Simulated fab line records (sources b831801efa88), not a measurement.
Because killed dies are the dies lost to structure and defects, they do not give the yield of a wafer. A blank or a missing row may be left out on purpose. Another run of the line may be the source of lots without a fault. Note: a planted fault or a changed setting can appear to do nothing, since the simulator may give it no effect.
Which tool did it? | flow sky130 | Sampling: 6 lots, 18 wafers, 3 of 708 route steps

## WHAT THE GAUGES SHOWED, per wafer
SKY_VIA4_THK_MEAS_01.
lot  | measured     | on            | VIA4_HDPCVD_THK (nm)
L794 | day 42 07:03 | film-metro-04 | 1743 1743 1754
L797 | day 43 09:14 | film-metro-01 | 1743 1703 1764
L799 | day 43 19:44 | film-metro-01 | 1733 1741 1745
L801 | day 44 11:05 | film-metro-04 | 1772 1747 1759
L805 | day 45 11:53 | film-metro-04 | 1743 2479 2490
L814 | day 47 22:24 | film-metro-01 | 1753 1762 1743

## WHAT TOOL EACH LOT RAN ON (gives the tool, then ch and the chambers of the sampled wafers, and finally the start)
lot  | SKY_METAL3_SPUTTER_01        | SKY_VIA4_HDPCVD_00
L794 | pvd-sputter-03, day 36 21:14 | hdpcvd-01 ch 0,2, day 42 06:52
L797 | pvd-sputter-04, day 38 01:13 | hdpcvd-02 ch 0,1,2, day 43 09:03
L799 | pvd-sputter-04, day 38 13:37 | hdpcvd-02 ch 0,1,2, day 43 19:34
L801 | pvd-sputter-01, day 39 05:16 | hdpcvd-02 ch 0,2, day 44 10:53
L805 | pvd-sputter-03, day 40 08:53 | hdpcvd-01 ch 0,1, day 45 11:42
L814 | pvd-sputter-04, day 43 03:07 | hdpcvd-02 ch 0,2, day 47 22:13
- SKY_METAL3_SPUTTER_01: material TiN, target thk 20 nm, time 16.7 s.
- SKY_VIA4_HDPCVD_00: deposits SiO2, target thk 1750 nm, time 291.7 s.

## THE ANSWER, worked out from the rows above alone
Rule: the lots themselves supply what counts as usual. The widest of any qualifying gaps counts: lots, ordered by their means at a reading, are off when they make up no more than a third of the lots, leave a main group of 4 or more, and stand apart from it by 3 or more times the standard deviation of that group's means. A main group whose means are all the same, to the digits that the tables above print for the reading, isn't used. Also off: a lot with no number at a reading for which 4 or more lots have one. The other lots that the step has rows for count as sound.
Off: L805, seen at SKY_VIA4_THK_MEAS_01 (VIA4_HDPCVD_THK). The main group: mean 1747 nm, standard deviation 8.3.
A tool fits if, at a process step before that reading, it ran every lot that is off, and no sound lot after the first of them. Gauges at SKY_VIA4_THK_MEAS_01: tried the same way as those tools. Can't be told from this: 3 tools fit, pvd-sputter-03 at SKY_METAL3_SPUTTER_01, hdpcvd-01 at SKY_VIA4_HDPCVD_00, film-metro-04 at SKY_VIA4_THK_MEAS_01.

## WHAT THE SIMULATOR HAD INSERTED
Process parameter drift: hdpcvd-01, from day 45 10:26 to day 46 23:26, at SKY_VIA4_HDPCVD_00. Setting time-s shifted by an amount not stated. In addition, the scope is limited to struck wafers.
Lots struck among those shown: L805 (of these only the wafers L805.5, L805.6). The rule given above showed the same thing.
